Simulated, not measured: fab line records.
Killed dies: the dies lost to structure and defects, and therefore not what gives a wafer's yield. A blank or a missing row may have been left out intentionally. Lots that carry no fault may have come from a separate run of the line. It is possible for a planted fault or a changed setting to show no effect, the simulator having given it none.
Which tool was responsible? -- flow sky130 -- 13 lots with 39 wafers sampled at 3 steps, on a route of 708 steps

== WHAT THE GAUGES SHOWED, per wafer ==
SKY_LDD_N_OVL_MEAS_07. Usual: for LDD_N_OVL the level is 0.6 nm and the standard deviation is 1.2.
lot,measured,on,LDD_N_OVL (nm),flag
L623,day 18 16:54,overlay-02,1.2 0.7 1.8,
L624,day 18 21:29,overlay-01,0.5 -0.4 1.2,
L626,day 19 14:07,overlay-01,1.5 0.3 2.3,
L627,day 19 21:18,overlay-01,2.5 1.7 3.4,
L628,day 20 03:17,overlay-02,1.1 0.8 1.0,
L631,day 21 04:30,overlay-02,0.0 3.2 -0.9,
L632,day 21 08:02,overlay-02,1.8 1.7 1.6,
L634,day 22 04:44,overlay-02,0.0 0.1 1.1,
L635,day 22 10:44,overlay-01,-0.5 -1.5 1.6,
L637,day 23 04:19,overlay-02,1.6 -1.1 -0.3,
L638,day 23 11:41,overlay-02,-0.7 0.0 0.2,
L640,day 23 22:35,overlay-02,1.0 -0.2 -1.0,
L642,day 24 17:49,overlay-01,2.1 0.4 0.6,

SKY_LDD_LDN_OVL_MEAS_07. Usual: for LDD_LDN_OVL the level is -0.9 nm and the standard deviation is 1.3.
lot,measured,on,LDD_LDN_OVL (nm),flag
L623,day 23 19:28,overlay-02,0.8 -1.1 0.8,
L624,day 24 01:02,overlay-01,-0.3 -2.9 -0.9,
L626,day 24 17:14,overlay-01,-2.6 -2.7 -1.9,
L627,day 25 00:40,overlay-02,-1.5 -2.0 -2.0,
L628,day 25 05:31,overlay-01,-1.4 0.1 1.3,
L631,day 26 07:10,overlay-01,-0.5 -1.3 -0.9,
L632,day 26 10:20,overlay-02,-2.7 -1.1 -0.4,
L634,day 27 05:38,overlay-02,-0.3 0.8 -0.9,
L635,day 27 10:25,overlay-01,-1.3 -0.4 -0.7,
L637,day 28 03:23,overlay-02,-3.8 -1.2 -2.2,
L638,day 28 12:08,overlay-01,-1.9 -2.0 -3.0,
L640,day 28 20:08,overlay-01,-1.5 -1.4 -1.0,
L642,day 29 15:22,overlay-01,-1.8 -1.2 -1.5,

== TOOL THAT RAN EACH LOT (tool first, then ch and the chambers of the sampled wafers, then the start) ==
lot,SKY_LDD_HVN_STRIP_09
L623,"plasma-asher-01 ch 0,1, day 21 06:55"
L624,"plasma-asher-01 ch 0,1, day 21 12:13"
L626,"plasma-asher-04 ch 0, day 22 05:16"
L627,"plasma-asher-01 ch 0,1, day 22 12:49"
L628,"plasma-asher-04 ch 0,1, day 22 17:30"
L631,"plasma-asher-03 ch 0,1, day 23 18:53"
L632,"plasma-asher-03 ch 0, day 23 22:02"
L634,"plasma-asher-01 ch 0, day 24 18:18"
L635,"plasma-asher-01 ch 0,1, day 25 00:35"
L637,"plasma-asher-03 ch 0,1, day 25 17:58"
L638,"plasma-asher-03 ch 0,1, day 26 01:06"
L640,"plasma-asher-04 ch 0,1, day 26 11:03"
L642,"plasma-asher-03 ch 0,1, day 27 06:07"
- SKY_LDD_HVN_STRIP_09: strips in O2/N2.

== AS READ BY THE TOOLS THEMSELVES (means over the sampled wafers that have a number; for cases with no such wafer, the mark the record gives instead) ==
SKY_LDD_HVN_STRIP_09. Usual: drypump-motor-current-A 5.71 A, standard deviation 0.19; oes-product-au 0.408 a.u., standard deviation 0.0044; strip-time-to-endpoint-s 4.137 s, standard deviation 0.014.
lot,tool,drypump-motor-current-A (A),oes-product-au (a.u.),strip-time-to-endpoint-s (s),flag
L623,plasma-asher-01,5.74,0.411,4.138,
L624,plasma-asher-01,5.75,0.409,4.135,
L626,plasma-asher-04,5.33,0.411,4.124,
L627,plasma-asher-01,5.74,0.408,4.128,
L628,plasma-asher-04,5.40,0.403,4.146,
L631,plasma-asher-03,5.88,0.408,4.132,
L632,plasma-asher-03,5.98,0.410,4.151,
L634,plasma-asher-01,5.77,0.410,4.120,
L635,plasma-asher-01,5.74,0.409,4.127,
L637,plasma-asher-03,5.78,0.408,4.141,
L638,plasma-asher-03,5.78,0.402,4.126,
L640,plasma-asher-04,5.42,0.411,4.136,
L642,plasma-asher-03,5.78,0.405,4.134,

== THE ANSWER, worked out from the rows above alone ==
Rule: take the mean of a lot's wafers that have a number; if it is more than 3 standard deviations from the usual mean, the lot is off. Also off: a lot with no number at a reading for which 4 or more lots have one. All remaining lots with rows at the step are treated as sound. After the gauges, taken in route order, come the tools' own readings; for these a lot's mean is taken, as printed above. At the first step where some lot is off, the reading lying furthest off is the one used; lots without a number count as furthest.
No lot is off at any reading shown: from this, nothing can be told.

== WHAT THE SIMULATOR HAD PUT IN ==
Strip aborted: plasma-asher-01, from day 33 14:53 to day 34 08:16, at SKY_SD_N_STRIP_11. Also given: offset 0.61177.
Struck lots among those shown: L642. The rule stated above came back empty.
